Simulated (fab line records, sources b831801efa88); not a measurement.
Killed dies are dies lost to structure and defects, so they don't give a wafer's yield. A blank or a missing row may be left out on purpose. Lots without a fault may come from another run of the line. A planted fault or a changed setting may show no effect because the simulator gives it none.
Which tool did it? | flow gf180mcu | 6 lots, 18 wafers sampled, at 2 steps of a route of 602

WHAT THE GAUGES READ, wafer by wafer
GF_CONTACT_RS_MEAS_25: measures by four-point-probe.
lot  | measured     | on            | CONTACT_W_RS (ohm/sq)
L941 | day 16 15:56 | film_metro-04 | 0.381 0.385 0.388
L942 | day 17 03:41 | film_metro-04 | 0.299 0.379 0.377 0.299 0.378 0.377
L955 | day 21 22:38 | film_metro-02 | 0.388 0.380 0.382
L959 | day 23 10:26 | film_metro-02 | 0.377 0.378 0.377
L960 | day 23 16:17 | film_metro-04 | 0.379 0.381 0.374
L963 | day 24 12:38 | film_metro-02 | 0.378 0.381 0.386

WHICH TOOL RAN EACH LOT (tool, then ch and the chambers of the sampled wafers, then the start)
lot  | GF_CONTACT_CVD_24
L941 | cvd_w-01 ch 0,1, day 16 15:49
L942 | cvd_w-02 ch 0,1, day 17 03:34
L955 | cvd_w-02 ch 0,1, day 21 22:31
L959 | cvd_w-02 ch 0, day 23 10:19
L960 | cvd_w-02 ch 0,1, day 23 16:11
L963 | cvd_w-01 ch 0, day 24 12:27
- GF_CONTACT_CVD_24: deposits W, target thk 300 nm, time 90.339 s.

THE ANSWER, worked out from the rows above alone
Rule: what is usual is taken from the lots themselves. Put in order of their means at a reading, lots are off if they are a third of the lots or fewer, leave a main group of 4 or more, and stand apart from it by a gap of 3 or more times the standard deviation of the main group's means; of several such gaps the widest counts. A main group whose means are all the same, to the digits that the tables above print for the reading, isn't used. A lot without any number at a reading at which 4 lots or more have one is off too. The other lots that the step has rows for count as sound.
Off: L942, at GF_CONTACT_RS_MEAS_25 (CONTACT_W_RS). The main group: mean 0.381 ohm/sq, standard deviation 0.0029.
A tool fits if, at a process step before that reading, it ran every lot that is off, and no sound lot after the first of them. The gauges at GF_CONTACT_RS_MEAS_25 are tried like those tools. None of those tried fits.

WHAT THE SIMULATOR HAD PUT IN
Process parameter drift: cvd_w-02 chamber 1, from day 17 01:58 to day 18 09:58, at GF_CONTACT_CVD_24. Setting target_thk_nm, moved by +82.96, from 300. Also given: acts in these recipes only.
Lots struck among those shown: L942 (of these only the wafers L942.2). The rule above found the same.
